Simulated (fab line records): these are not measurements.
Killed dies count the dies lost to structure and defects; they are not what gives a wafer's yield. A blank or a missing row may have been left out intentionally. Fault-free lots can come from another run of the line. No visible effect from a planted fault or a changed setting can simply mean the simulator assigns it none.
Problem report, 8D (eight disciplines) form, completed by code	flow sky130	the parts of the form that need people (team, actions taken, sign-off) are left out

== 1. THE ISSUE ==
At SKY_NWELL_IMPLANT_12, beamEnergyKeV averages 130.48 over 6 wafers from 2 lots, while fault-free wafers read 120.00, standard deviation 0.041. That is +99 or more standard deviations from the usual mean.
Earliest sighting: wafer L914.3 on implanter-02 at day 5 21:06. The record holds 18 wafers of 6 lots with a number at this step. Rule for "out" (also "out of limits"): further than 4 standard deviations from the usual mean. The other wafers with a number count as sound.

== 2. WHAT IT IS, AND WHAT IT ISN'T ==
question	is	is not
which readings at this step	beamEnergyKeV	-
which lots	L914, L916	L910, L927, L929, L930
which wafers of those lots	all that have a number	-
read on which tools	implanter-02	implanter-04
when	from day 5 21:06	up to then (3 sound wafers); but 9 sound wafers of L927, L929, L930 came after

== 3. WHAT RULES OUT EACH SUSPECT ==
Counting: a tool stays on the suspect list if, at a process step up to the reading, it processed all lots that are out and no sound lot following the first of them.
- implanter-02 at SKY_NWELL_IMPLANT_12: ruled out as a lasting fault. Sound lots L930 ran on it after its first lot that is out, L914 (day 5 21:06).
Left after counting: nothing in the record.

== 4. THE CAUSE (what the simulator had put in) ==
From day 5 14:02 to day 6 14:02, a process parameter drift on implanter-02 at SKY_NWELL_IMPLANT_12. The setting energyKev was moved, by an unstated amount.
Counting ruled it out, wrongly.

== 5. THE CHAIN OF EFFECTS, in route order ==
Rows list readings where the struck wafers' mean (over those with a number) sits beyond 3 standard deviations from the usual. Only readings for which the record gives a usual standard deviation are gone through. hours: the time from each lot's start at the first step in this table that gives one to its start at this step, as a median over the lots. sigmas: the change in usual standard deviations.
hours	step	reading	usual	on struck wafers	change	sigmas
0	SKY_NWELL_IMPLANT_12	beamEnergyKeV	120.00	130.48	+10.48	+99 or more
Process steps it contains:
- SKY_NWELL_IMPLANT_12

== 6. WHAT WOULD HAVE CAUGHT IT SOONER ==
7 hours passed between the start of the fault at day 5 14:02 and the first reading out of limits in this record, taken at day 5 21:06.
